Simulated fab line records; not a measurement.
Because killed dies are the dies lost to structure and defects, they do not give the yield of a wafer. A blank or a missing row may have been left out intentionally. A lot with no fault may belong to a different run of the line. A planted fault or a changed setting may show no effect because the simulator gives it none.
fab line records || flow sfq-line
[record] {"lots": 6, "wafers": 18, "last-day": 97}
route steps=325 shown M6@252
lots that met no fault: from a run of the same line without faults
start-h: start of the lot's first displayed wafer, in hours after the record's first day || wait-h: hours since the lot's step before || " identical to the entry in the row above || L1.1+2: a single row standing in for several wafers || - either no value or no given start || * or withheld: withheld || < > ~ a bound
route shown NAME@n: NAME is a module with steps in the file, n the number in the route of the first one || usual: average and standard deviation across the fault-free wafers || same: alike in all rows || chamber/n: place in a boat || sites: each site's reading || _std_site: the values' standard deviation || _edge_site: inner sites' mean taken away from outer sites' mean || radius-mm: for every site, how far away it sits from the centre of the wafer || mask NAME#n: copy n || behind: the tool/chamber that last shaped the wafer || hold: cause of the lot's hold/its duration in hours/its outcome || device: which transistor (n, p or np) failed to switch || end of line: the tests these same wafers got at the end of their route || a step with no rows: only its recipe || killed: count of dies lost to structure and defects at first sort (not the wafer's yield) || map: shows each die of a wafer: x if killed, . if not, _ if none is there
set.NAME: the setting that was run; set.NAME@STEP: the one run at that earlier step || model.NAME: the simulator's own value behind a step, which no gauge read
certain route steps with their lots: each step a table, each wafer a row
services: a tool's chamber out of use, with start hour (start-h, from the record's first day; less than 0 if before it), hours out, and reason
[[steps]]
[step SFQ_TRILAYER_M6_DEP_SPUTTER_157]
[recipe] {"material": "Nb", "base-pressure-pa": 1.33e-06, "chamber-pressure-pa": 0.1333, "substrate-temp-c": 20, "target-thk-nm": 200, "power-w": 2000, "time-s": 133.3}
[usual] {"throttle-valve-pct": "29.9/1.2"}
[same] {"time-s": 133.3}
{"lot.wafer": "L349.1", "tool": "pvd-sputter-03", "chamber": "-", "start-h": 1837.29, "wait-h": 0.0, "throttle-valve-pct": 30.1}
{"lot.wafer": "L349.2", "tool": "pvd-sputter-03", "chamber": "-", "start-h": 1837.29, "wait-h": 0.0, "throttle-valve-pct": 28.2}
{"lot.wafer": "L349.5", "tool": "pvd-sputter-03", "chamber": "-", "start-h": 1837.29, "wait-h": 0.0, "throttle-valve-pct": 28.3}
{"lot.wafer": "L353.1", "tool": "pvd-sputter-06", "chamber": "-", "start-h": 1868.45, "wait-h": 0.0, "throttle-valve-pct": 28.4}
{"lot.wafer": "L353.2", "tool": "pvd-sputter-06", "chamber": "-", "start-h": 1868.45, "wait-h": 0.0, "throttle-valve-pct": 28.7}
{"lot.wafer": "L353.6", "tool": "pvd-sputter-06", "chamber": "-", "start-h": 1868.45, "wait-h": 0.0, "throttle-valve-pct": 28.2}
{"lot.wafer": "L354.4", "tool": "pvd-sputter-06", "chamber": "-", "start-h": 1874.46, "wait-h": 0.0, "throttle-valve-pct": 28.6}
{"lot.wafer": "L354.5", "tool": "pvd-sputter-06", "chamber": "-", "start-h": 1874.46, "wait-h": 0.0, "throttle-valve-pct": 31.2}
{"lot.wafer": "L354.6", "tool": "pvd-sputter-06", "chamber": "-", "start-h": 1874.46, "wait-h": 0.0, "throttle-valve-pct": 28.3}
{"lot.wafer": "L362.1", "tool": "pvd-sputter-06", "chamber": "-", "start-h": 1942.86, "wait-h": 0.0, "throttle-valve-pct": 28.0}
{"lot.wafer": "L362.2", "tool": "pvd-sputter-06", "chamber": "-", "start-h": 1942.86, "wait-h": 0.0, "throttle-valve-pct": 31.3}
{"lot.wafer": "L362.6", "tool": "pvd-sputter-06", "chamber": "-", "start-h": 1942.86, "wait-h": 0.0, "throttle-valve-pct": 28.4}
{"lot.wafer": "L364.1", "tool": "pvd-sputter-05", "chamber": "-", "start-h": 1960.39, "wait-h": 0.0, "throttle-valve-pct": 29.6}
{"lot.wafer": "L364.3", "tool": "pvd-sputter-05", "chamber": "-", "start-h": 1960.39, "wait-h": 0.0, "throttle-valve-pct": 30.3}
{"lot.wafer": "L364.4", "tool": "pvd-sputter-05", "chamber": "-", "start-h": 1960.39, "wait-h": 0.0, "throttle-valve-pct": 30.7}
{"lot.wafer": "L366.1", "tool": "pvd-sputter-06", "chamber": "-", "start-h": 2042.12, "wait-h": 0.0, "throttle-valve-pct": 28.7}
{"lot.wafer": "L366.5", "tool": "pvd-sputter-06", "chamber": "-", "start-h": 2042.12, "wait-h": 0.0, "throttle-valve-pct": 31.2}
{"lot.wafer": "L366.6", "tool": "pvd-sputter-06", "chamber": "-", "start-h": 2042.12, "wait-h": 0.0, "throttle-valve-pct": 28.6}
[step SFQ_M6_RS_MEAS_938]
[recipe] {"thk-meas-gauge": "four-point-probe", "reads": "Nb_of_TRILAYER_M6_DEP_SPUTTER_157"}
[usual] {"M6_NB_RS": "0.887/0.0092"}
{"lot.wafer": "L349.1", "tool": "film-metro-02", "chamber": "-", "start-h": 1837.38, "wait-h": 0.0, "M6_NB_RS[ohm/sq]": 0.897}
{"lot.wafer": "L349.2", "tool": "film-metro-02", "chamber": "-", "start-h": 1837.38, "wait-h": 0.0, "M6_NB_RS[ohm/sq]": 0.894}
{"lot.wafer": "L349.5", "tool": "film-metro-02", "chamber": "-", "start-h": 1837.38, "wait-h": 0.0, "M6_NB_RS[ohm/sq]": 0.886}
{"lot.wafer": "L353.1", "tool": "film-metro-03", "chamber": "-", "start-h": 1868.54, "wait-h": 0.0, "M6_NB_RS[ohm/sq]": 0.879}
{"lot.wafer": "L353.2", "tool": "film-metro-03", "chamber": "-", "start-h": 1868.54, "wait-h": 0.0, "M6_NB_RS[ohm/sq]": 0.881}
{"lot.wafer": "L353.6", "tool": "film-metro-03", "chamber": "-", "start-h": 1868.54, "wait-h": 0.0, "M6_NB_RS[ohm/sq]": 0.882}
{"lot.wafer": "L354.4", "tool": "film-metro-02", "chamber": "-", "start-h": 1874.62, "wait-h": 0.1, "M6_NB_RS[ohm/sq]": 0.877}
{"lot.wafer": "L354.5", "tool": "film-metro-02", "chamber": "-", "start-h": 1874.62, "wait-h": 0.1, "M6_NB_RS[ohm/sq]": 0.889}
{"lot.wafer": "L354.6", "tool": "film-metro-02", "chamber": "-", "start-h": 1874.62, "wait-h": 0.1, "M6_NB_RS[ohm/sq]": 0.888}
{"lot.wafer": "L362.1", "tool": "film-metro-04", "chamber": "-", "start-h": 1942.96, "wait-h": 0.0, "M6_NB_RS[ohm/sq]": 0.895}
{"lot.wafer": "L362.2", "tool": "film-metro-04", "chamber": "-", "start-h": 1942.96, "wait-h": 0.0, "M6_NB_RS[ohm/sq]": 0.888}
{"lot.wafer": "L362.6", "tool": "film-metro-04", "chamber": "-", "start-h": 1942.96, "wait-h": 0.0, "M6_NB_RS[ohm/sq]": 0.889}
{"lot.wafer": "L364.1", "tool": "film-metro-04", "chamber": "-", "start-h": 1960.48, "wait-h": 0.0, "M6_NB_RS[ohm/sq]": 0.869}
{"lot.wafer": "L364.3", "tool": "film-metro-04", "chamber": "-", "start-h": 1960.48, "wait-h": 0.0, "M6_NB_RS[ohm/sq]": 0.892}
{"lot.wafer": "L364.4", "tool": "film-metro-04", "chamber": "-", "start-h": 1960.48, "wait-h": 0.0, "M6_NB_RS[ohm/sq]": 0.884}
{"lot.wafer": "L366.1", "tool": "film-metro-03", "chamber": "-", "start-h": 2042.21, "wait-h": 0.0, "M6_NB_RS[ohm/sq]": 0.876}
{"lot.wafer": "L366.5", "tool": "film-metro-03", "chamber": "-", "start-h": 2042.21, "wait-h": 0.0, "M6_NB_RS[ohm/sq]": 0.877}
{"lot.wafer": "L366.6", "tool": "film-metro-03", "chamber": "-", "start-h": 2042.21, "wait-h": 0.0, "M6_NB_RS[ohm/sq]": 0.882}
[step SFQ_TRILAYER_M6_LITHO_COAT_164]
[recipe] {"resist": "BARC", "spin-rpm": 3000, "resist-thk-nm": 60.96}
[step SFQ_TRILAYER_M6_LITHO_COAT_159]
[recipe] {"resist": "KrF", "spin-rpm": 3000, "resist-thk-nm": 600}
[step SFQ_TRILAYER_M6_LITHO_SOFTBAKE_163]
[recipe] {"temp-c": "withheld", "time-s": "withheld", "resist": "KrF"}
[step SFQ_TRILAYER_M6_LITHO_EXPOSE_160]
[recipe] {"mask-id": "M6", "na": 0.6, "source-shape": "conventional", "sigma-outer": 0.65, "target-cd-nm": 500, "dose-mj": 14.4}
[step SFQ_TRILAYER_M6_LITHO_PEB_162]
[recipe] {"peb-temp-c": 115, "peb-time-s": 60, "resist": "KrF"}
[step SFQ_TRILAYER_M6_LITHO_DEVELOP_161]
[recipe] {"time-s": 60, "resist": "KrF"}
[step SFQ_M6_OVL_MEAS_940]
[usual] {"M6_OVL": "2/5"}
{"lot.wafer": "L349.1", "tool": "overlay-02", "chamber": "-", "start-h": 1844.76, "wait-h": 0.1, "M6_OVL[nm]": 1}
{"lot.wafer": "L349.2", "tool": "overlay-02", "chamber": "-", "start-h": 1844.76, "wait-h": 0.1, "M6_OVL[nm]": 8}
{"lot.wafer": "L349.5", "tool": "overlay-02", "chamber": "-", "start-h": 1844.76, "wait-h": 0.1, "M6_OVL[nm]": 5}
{"lot.wafer": "L353.1", "tool": "overlay-02", "chamber": "-", "start-h": 1872.32, "wait-h": 0.1, "M6_OVL[nm]": 0}
{"lot.wafer": "L353.2", "tool": "overlay-02", "chamber": "-", "start-h": 1872.32, "wait-h": 0.1, "M6_OVL[nm]": 11}
{"lot.wafer": "L353.6", "tool": "overlay-02", "chamber": "-", "start-h": 1872.32, "wait-h": 0.1, "M6_OVL[nm]": 1}
{"lot.wafer": "L354.4", "tool": "overlay-01", "chamber": "-", "start-h": 1877.49, "wait-h": 0.1, "M6_OVL[nm]": -7}
{"lot.wafer": "L354.5", "tool": "overlay-01", "chamber": "-", "start-h": 1877.49, "wait-h": 0.1, "M6_OVL[nm]": 0}
{"lot.wafer": "L354.6", "tool": "overlay-01", "chamber": "-", "start-h": 1877.49, "wait-h": 0.1, "M6_OVL[nm]": -6}
{"lot.wafer": "L362.1", "tool": "overlay-01", "chamber": "-", "start-h": 1963.48, "wait-h": 0.1, "M6_OVL[nm]": 5}
{"lot.wafer": "L362.2", "tool": "overlay-01", "chamber": "-", "start-h": 1963.48, "wait-h": 0.1, "M6_OVL[nm]": 3}
{"lot.wafer": "L362.6", "tool": "overlay-01", "chamber": "-", "start-h": 1963.48, "wait-h": 0.1, "M6_OVL[nm]": 2}
{"lot.wafer": "L364.1", "tool": "overlay-02", "chamber": "-", "start-h": 1967.08, "wait-h": 0.1, "M6_OVL[nm]": -5}
{"lot.wafer": "L364.3", "tool": "overlay-02", "chamber": "-", "start-h": 1967.08, "wait-h": 0.1, "M6_OVL[nm]": 3}
{"lot.wafer": "L364.4", "tool": "overlay-02", "chamber": "-", "start-h": 1967.08, "wait-h": 0.1, "M6_OVL[nm]": -5}
{"lot.wafer": "L366.1", "tool": "overlay-02", "chamber": "-", "start-h": 2046.29, "wait-h": 0.1, "M6_OVL[nm]": -8}
{"lot.wafer": "L366.5", "tool": "overlay-02", "chamber": "-", "start-h": 2046.29, "wait-h": 0.1, "M6_OVL[nm]": -2}
{"lot.wafer": "L366.6", "tool": "overlay-02", "chamber": "-", "start-h": 2046.29, "wait-h": 0.1, "M6_OVL[nm]": -4}
[step SFQ_TRILAYER_M6_BARC_OPEN_METAL_ETCH_206]
[recipe] {"mask-material": "PR", "chemistry": "O2", "target-depth-nm": 125, "target": "BARC", "icp-w": 600, "bias-w": 80, "pressure-mtorr": 10, "time-s": 41.7}
[usual] {"drypump-motor-current-A": "5.7/0.46", "oes-product-au": "0.680/0.005"}
[same] {"time-s": 41.7}
{"lot.wafer": "L349.1", "tool": "rie-metal-01", "chamber": 0, "start-h": 1844.79, "wait-h": 0.0, "drypump-motor-current-A": 5.9, "oes-product-au": 0.678, "rf-hours-counter-h": 106}
{"lot.wafer": "L349.2", "tool": "rie-metal-01", "chamber": 1, "start-h": 1844.79, "wait-h": 0.0, "drypump-motor-current-A": 5.3, "oes-product-au": 0.676, "rf-hours-counter-h": 82}
{"lot.wafer": "L349.5", "tool": "rie-metal-01", "chamber": 0, "start-h": 1844.79, "wait-h": 0.0, "drypump-motor-current-A": 5.9, "oes-product-au": 0.677, "rf-hours-counter-h": "-"}
{"lot.wafer": "L353.1", "tool": "rie-metal-01", "chamber": 1, "start-h": 1872.36, "wait-h": 0.0, "drypump-motor-current-A": 5.3, "oes-product-au": 0.685, "rf-hours-counter-h": 87}
{"lot.wafer": "L353.2", "tool": "rie-metal-01", "chamber": 0, "start-h": 1872.36, "wait-h": 0.0, "drypump-motor-current-A": 5.9, "oes-product-au": 0.683, "rf-hours-counter-h": 111}
{"lot.wafer": "L353.6", "tool": "rie-metal-01", "chamber": 1, "start-h": 1872.36, "wait-h": 0.0, "drypump-motor-current-A": 5.4, "oes-product-au": 0.681, "rf-hours-counter-h": "-"}
{"lot.wafer": "L354.4", "tool": "rie-metal-01", "chamber": 0, "start-h": 1877.52, "wait-h": 0.0, "drypump-motor-current-A": 5.9, "oes-product-au": 0.680, "rf-hours-counter-h": "-"}
{"lot.wafer": "L354.5", "tool": "rie-metal-01", "chamber": 1, "start-h": 1877.52, "wait-h": 0.0, "drypump-motor-current-A": 5.3, "oes-product-au": 0.685, "rf-hours-counter-h": "-"}
{"lot.wafer": "L354.6", "tool": "rie-metal-01", "chamber": 0, "start-h": 1877.52, "wait-h": 0.0, "drypump-motor-current-A": 5.9, "oes-product-au": 0.687, "rf-hours-counter-h": "-"}
{"lot.wafer": "L362.1", "tool": "rie-metal-02", "chamber": 1, "start-h": 1963.51, "wait-h": 0.0, "drypump-motor-current-A": 6.3, "oes-product-au": 0.685, "rf-hours-counter-h": 107}
{"lot.wafer": "L362.2", "tool": "rie-metal-02", "chamber": 1, "start-h": 1963.51, "wait-h": 0.0, "drypump-motor-current-A": 6.3, "oes-product-au": 0.681, "rf-hours-counter-h": "-"}
{"lot.wafer": "L362.6", "tool": "rie-metal-02", "chamber": 1, "start-h": 1963.51, "wait-h": 0.0, "drypump-motor-current-A": 6.3, "oes-product-au": 0.675, "rf-hours-counter-h": "-"}
{"lot.wafer": "L364.1", "tool": "rie-metal-01", "chamber": 0, "start-h": 1967.11, "wait-h": 0.0, "drypump-motor-current-A": 5.8, "oes-product-au": 0.680, "rf-hours-counter-h": 129}
{"lot.wafer": "L364.3", "tool": "rie-metal-01", "chamber": 0, "start-h": 1967.11, "wait-h": 0.0, "drypump-motor-current-A": 5.9, "oes-product-au": 0.684, "rf-hours-counter-h": "-"}
{"lot.wafer": "L364.4", "tool": "rie-metal-01", "chamber": 1, "start-h": 1967.11, "wait-h": 0.0, "drypump-motor-current-A": 5.4, "oes-product-au": 0.681, "rf-hours-counter-h": "-"}
{"lot.wafer": "L366.1", "tool": "rie-metal-01", "chamber": 0, "start-h": 2046.32, "wait-h": 0.0, "drypump-motor-current-A": 5.9, "oes-product-au": 0.671, "rf-hours-counter-h": 5}
{"lot.wafer": "L366.5", "tool": "rie-metal-01", "chamber": 0, "start-h": 2046.32, "wait-h": 0.0, "drypump-motor-current-A": 5.9, "oes-product-au": 0.686, "rf-hours-counter-h": "-"}
{"lot.wafer": "L366.6", "tool": "rie-metal-01", "chamber": 1, "start-h": 2046.32, "wait-h": 0.0, "drypump-motor-current-A": 5.4, "oes-product-au": 0.674, "rf-hours-counter-h": "-"}
[step SFQ_TRILAYER_M6_ETCH_METAL_ETCH_162]
[recipe] {"target": "Nb", "stop-on": "SiO2", "mask-material": "PR", "chemistry": "Cl2/Ar", "target-depth-nm": 240, "icp-w": 600, "bias-w": 80, "pressure-mtorr": 10, "time-s": 120}
[usual] {"drypump-motor-current-A": "5.7/0.45", "oes-product-au": "0.895/0.0065"}
[same] {"time-s": 120}
{"lot.wafer": "L349.1", "tool": "rie-metal-01", "chamber": 0, "start-h": 1844.85, "wait-h": 0.0, "drypump-motor-current-A": 5.9, "oes-product-au": 0.895, "rf-hours-counter-h": 106}
{"lot.wafer": "L349.2", "tool": "rie-metal-01", "chamber": 1, "start-h": 1844.85, "wait-h": 0.0, "drypump-motor-current-A": 5.4, "oes-product-au": 0.890, "rf-hours-counter-h": 82}
{"lot.wafer": "L349.5", "tool": "rie-metal-01", "chamber": 0, "start-h": 1844.85, "wait-h": 0.0, "drypump-motor-current-A": 5.9, "oes-product-au": 0.895, "rf-hours-counter-h": "-"}
{"lot.wafer": "L353.1", "tool": "rie-metal-01", "chamber": 1, "start-h": 1872.42, "wait-h": 0.0, "drypump-motor-current-A": 5.3, "oes-product-au": 0.899, "rf-hours-counter-h": 87}
{"lot.wafer": "L353.2", "tool": "rie-metal-01", "chamber": 0, "start-h": 1872.42, "wait-h": 0.0, "drypump-motor-current-A": 5.9, "oes-product-au": 0.902, "rf-hours-counter-h": 111}
{"lot.wafer": "L353.6", "tool": "rie-metal-01", "chamber": 1, "start-h": 1872.42, "wait-h": 0.0, "drypump-motor-current-A": 5.4, "oes-product-au": 0.895, "rf-hours-counter-h": "-"}
{"lot.wafer": "L354.4", "tool": "rie-metal-01", "chamber": 0, "start-h": 1877.60, "wait-h": 0.1, "drypump-motor-current-A": 5.9, "oes-product-au": 0.911, "rf-hours-counter-h": "-"}
{"lot.wafer": "L354.5", "tool": "rie-metal-01", "chamber": 1, "start-h": 1877.60, "wait-h": 0.1, "drypump-motor-current-A": 5.4, "oes-product-au": 0.892, "rf-hours-counter-h": "-"}
{"lot.wafer": "L354.6", "tool": "rie-metal-01", "chamber": 0, "start-h": 1877.60, "wait-h": 0.1, "drypump-motor-current-A": 5.8, "oes-product-au": 0.891, "rf-hours-counter-h": "-"}
{"lot.wafer": "L362.1", "tool": "rie-metal-02", "chamber": 1, "start-h": 1963.63, "wait-h": 0.1, "drypump-motor-current-A": 6.3, "oes-product-au": 0.892, "rf-hours-counter-h": 107}
{"lot.wafer": "L362.2", "tool": "rie-metal-02", "chamber": 1, "start-h": 1963.63, "wait-h": 0.1, "drypump-motor-current-A": 6.3, "oes-product-au": 0.895, "rf-hours-counter-h": "-"}
{"lot.wafer": "L362.6", "tool": "rie-metal-02", "chamber": 1, "start-h": 1963.63, "wait-h": 0.1, "drypump-motor-current-A": 6.3, "oes-product-au": 0.892, "rf-hours-counter-h": "-"}
{"lot.wafer": "L364.1", "tool": "rie-metal-01", "chamber": 0, "start-h": 1967.17, "wait-h": 0.0, "drypump-motor-current-A": 5.9, "oes-product-au": 0.902, "rf-hours-counter-h": 129}
{"lot.wafer": "L364.3", "tool": "rie-metal-01", "chamber": 0, "start-h": 1967.17, "wait-h": 0.0, "drypump-motor-current-A": 5.9, "oes-product-au": 0.890, "rf-hours-counter-h": "-"}
{"lot.wafer": "L364.4", "tool": "rie-metal-01", "chamber": 1, "start-h": 1967.17, "wait-h": 0.0, "drypump-motor-current-A": 5.4, "oes-product-au": 0.901, "rf-hours-counter-h": "-"}
{"lot.wafer": "L366.1", "tool": "rie-metal-01", "chamber": 0, "start-h": 2046.40, "wait-h": 0.1, "drypump-motor-current-A": 5.9, "oes-product-au": 0.910, "rf-hours-counter-h": 5}
{"lot.wafer": "L366.5", "tool": "rie-metal-01", "chamber": 0, "start-h": 2046.40, "wait-h": 0.1, "drypump-motor-current-A": 5.9, "oes-product-au": 0.900, "rf-hours-counter-h": "-"}
{"lot.wafer": "L366.6", "tool": "rie-metal-01", "chamber": 1, "start-h": 2046.40, "wait-h": 0.1, "drypump-motor-current-A": 5.3, "oes-product-au": 0.898, "rf-hours-counter-h": "-"}
[step SFQ_TRILAYER_M6_STRIP_STRIP_163]
[recipe] {"gas": "O2", "power-w": 200, "platen-temp-c": 40, "overash-fraction": 0.65, "chemistry": "O2", "pressure-mtorr": 50}
[usual] {"drypump-motor-current-A": "5.7/0.46", "oes-product-au": "0.999/0.0076", "overash-fraction": "0.65/0"}
{"lot.wafer": "L349.1", "tool": "rie-metal-01", "chamber": 0, "start-h": 1844.98, "wait-h": 0.1, "drypump-motor-current-A": 5.9, "oes-product-au": 0.994, "overash-fraction": 0.65, "rf-hours-counter-h": 106}
{"lot.wafer": "L349.2", "tool": "rie-metal-01", "chamber": 1, "start-h": 1844.98, "wait-h": 0.1, "drypump-motor-current-A": 5.4, "oes-product-au": 0.990, "overash-fraction": 0.65, "rf-hours-counter-h": 82}
{"lot.wafer": "L349.5", "tool": "rie-metal-01", "chamber": 0, "start-h": 1844.98, "wait-h": 0.1, "drypump-motor-current-A": 5.9, "oes-product-au": 0.996, "overash-fraction": 0.65, "rf-hours-counter-h": "-"}
{"lot.wafer": "L353.1", "tool": "rie-metal-01", "chamber": 1, "start-h": 1872.54, "wait-h": 0.1, "drypump-motor-current-A": 5.4, "oes-product-au": 1.004, "overash-fraction": 0.91, "rf-hours-counter-h": 87}
{"lot.wafer": "L353.2", "tool": "rie-metal-01", "chamber": 0, "start-h": 1872.54, "wait-h": 0.1, "drypump-motor-current-A": 5.9, "oes-product-au": 1.000, "overash-fraction": 0.65, "rf-hours-counter-h": 111}
{"lot.wafer": "L353.6", "tool": "rie-metal-01", "chamber": 1, "start-h": 1872.54, "wait-h": 0.1, "drypump-motor-current-A": 5.4, "oes-product-au": 0.998, "overash-fraction": 0.91, "rf-hours-counter-h": "-"}
{"lot.wafer": "L354.4", "tool": "rie-metal-01", "chamber": 0, "start-h": 1877.89, "wait-h": 0.2, "drypump-motor-current-A": 5.9, "oes-product-au": 0.991, "overash-fraction": 0.65, "rf-hours-counter-h": "-"}
{"lot.wafer": "L354.5", "tool": "rie-metal-01", "chamber": 1, "start-h": 1877.89, "wait-h": 0.2, "drypump-motor-current-A": 5.4, "oes-product-au": 0.992, "overash-fraction": 0.91, "rf-hours-counter-h": "-"}
{"lot.wafer": "L354.6", "tool": "rie-metal-01", "chamber": 0, "start-h": 1877.89, "wait-h": 0.2, "drypump-motor-current-A": 5.9, "oes-product-au": 0.999, "overash-fraction": 0.65, "rf-hours-counter-h": "-"}
{"lot.wafer": "L362.1", "tool": "rie-metal-02", "chamber": 1, "start-h": 1963.88, "wait-h": 0.2, "drypump-motor-current-A": 6.3, "oes-product-au": 1.008, "overash-fraction": 0.65, "rf-hours-counter-h": 107}
{"lot.wafer": "L362.2", "tool": "rie-metal-02", "chamber": 1, "start-h": 1963.88, "wait-h": 0.2, "drypump-motor-current-A": 6.3, "oes-product-au": 0.991, "overash-fraction": 0.65, "rf-hours-counter-h": "-"}
{"lot.wafer": "L362.6", "tool": "rie-metal-02", "chamber": 1, "start-h": 1963.88, "wait-h": 0.2, "drypump-motor-current-A": 6.3, "oes-product-au": 1.000, "overash-fraction": 0.65, "rf-hours-counter-h": "-"}
{"lot.wafer": "L364.1", "tool": "rie-metal-01", "chamber": 0, "start-h": 1967.30, "wait-h": 0.1, "drypump-motor-current-A": 5.9, "oes-product-au": 1.003, "overash-fraction": 0.65, "rf-hours-counter-h": 129}
{"lot.wafer": "L364.3", "tool": "rie-metal-01", "chamber": 0, "start-h": 1967.30, "wait-h": 0.1, "drypump-motor-current-A": 5.9, "oes-product-au": 1.006, "overash-fraction": 0.65, "rf-hours-counter-h": "-"}
{"lot.wafer": "L364.4", "tool": "rie-metal-01", "chamber": 1, "start-h": 1967.30, "wait-h": 0.1, "drypump-motor-current-A": 5.4, "oes-product-au": 0.997, "overash-fraction": 0.65, "rf-hours-counter-h": "-"}
{"lot.wafer": "L366.1", "tool": "rie-metal-01", "chamber": 0, "start-h": 2046.57, "wait-h": 0.1, "drypump-motor-current-A": 5.9, "oes-product-au": 1.018, "overash-fraction": 0.65, "rf-hours-counter-h": 5}
{"lot.wafer": "L366.5", "tool": "rie-metal-01", "chamber": 0, "start-h": 2046.57, "wait-h": 0.1, "drypump-motor-current-A": 5.9, "oes-product-au": 1.012, "overash-fraction": 0.65, "rf-hours-counter-h": "-"}
{"lot.wafer": "L366.6", "tool": "rie-metal-01", "chamber": 1, "start-h": 2046.57, "wait-h": 0.1, "drypump-motor-current-A": 5.3, "oes-product-au": 0.988, "overash-fraction": 0.65, "rf-hours-counter-h": "-"}
[step SFQ_TRILAYER_M6_STRIP_SOLV_CLEAN_164]
[recipe] {"chemistry": "NMP", "temp-c": 70, "time-s": 600}
[[services]]
{"tool": "rie-metal-02", "chamber": 0, "start-h": 1852.21, "hours": 7.7, "kind": "repair"}
{"tool": "pvd-sputter-06", "chamber": "-", "start-h": 1899.58, "hours": 1.2, "kind": "repair"}
{"tool": "pvd-sputter-05", "chamber": "-", "start-h": 1911.50, "hours": 4.3, "kind": "repair"}
{"tool": "rie-metal-02", "chamber": "-", "start-h": 1941.40, "hours": 14.6, "kind": "pm"}
{"tool": "rie-metal-02", "chamber": 0, "start-h": 1956.00, "hours": "-", "kind": "clean"}
{"tool": "rie-metal-02", "chamber": 0, "start-h": 1956.00, "hours": 21.7, "kind": "scheduled-down"}
{"tool": "rie-metal-02", "chamber": 0, "start-h": 1956.00, "hours": 21.7, "kind": "vent-cycle"}
{"tool": "rie-metal-02", "chamber": "-", "start-h": 1956.69, "hours": 0.2, "kind": "repair"}
{"tool": "rie-metal-01", "chamber": 0, "start-h": 1992.82, "hours": "-", "kind": "clean"}
{"tool": "rie-metal-01", "chamber": 0, "start-h": 1992.82, "hours": 18.3, "kind": "scheduled-down"}
{"tool": "rie-metal-01", "chamber": 0, "start-h": 1992.82, "hours": 18.3, "kind": "vent-cycle"}
{"tool": "pvd-sputter-05", "chamber": "-", "start-h": 1993.85, "hours": 2.5, "kind": "repair"}
{"tool": "pvd-sputter-06", "chamber": "-", "start-h": 1996.42, "hours": 7.7, "kind": "repair"}
{"tool": "rie-metal-01", "chamber": "-", "start-h": 2006.24, "hours": 2.8, "kind": "pm"}
{"tool": "pvd-sputter-05", "chamber": "-", "start-h": 2015.23, "hours": 3.3, "kind": "repair"}
{"tool": "rie-metal-01", "chamber": "-", "start-h": 2032.17, "hours": 2.1, "kind": "repair"}
[[key]]
[first-sign] {"step": "SFQ_TRILAYER_M6_STRIP_STRIP_163", "reading": "overash-fraction", "direction": "up", "sigmas": "99+", "usual": 0.65, "struck": 0.91}
effect none on later readings
met-at SFQ_TRILAYER_M6_STRIP_STRIP_163
struck-wafers L353.1,L353.6,L354.5
onset-between 1844.98 1872.54
[fault] {"kind": "process-parameter-drift", "tool": "rie-metal-01", "chamber": 1, "onset-h": 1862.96, "steps": "SFQ_TRILAYER_M6_STRIP_STRIP_163", "channel": "overash-fraction", "offset": 0.26, "shape": "step", "end-h": 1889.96, "acts-in": "these-recipes-only", "stated": 0.65}
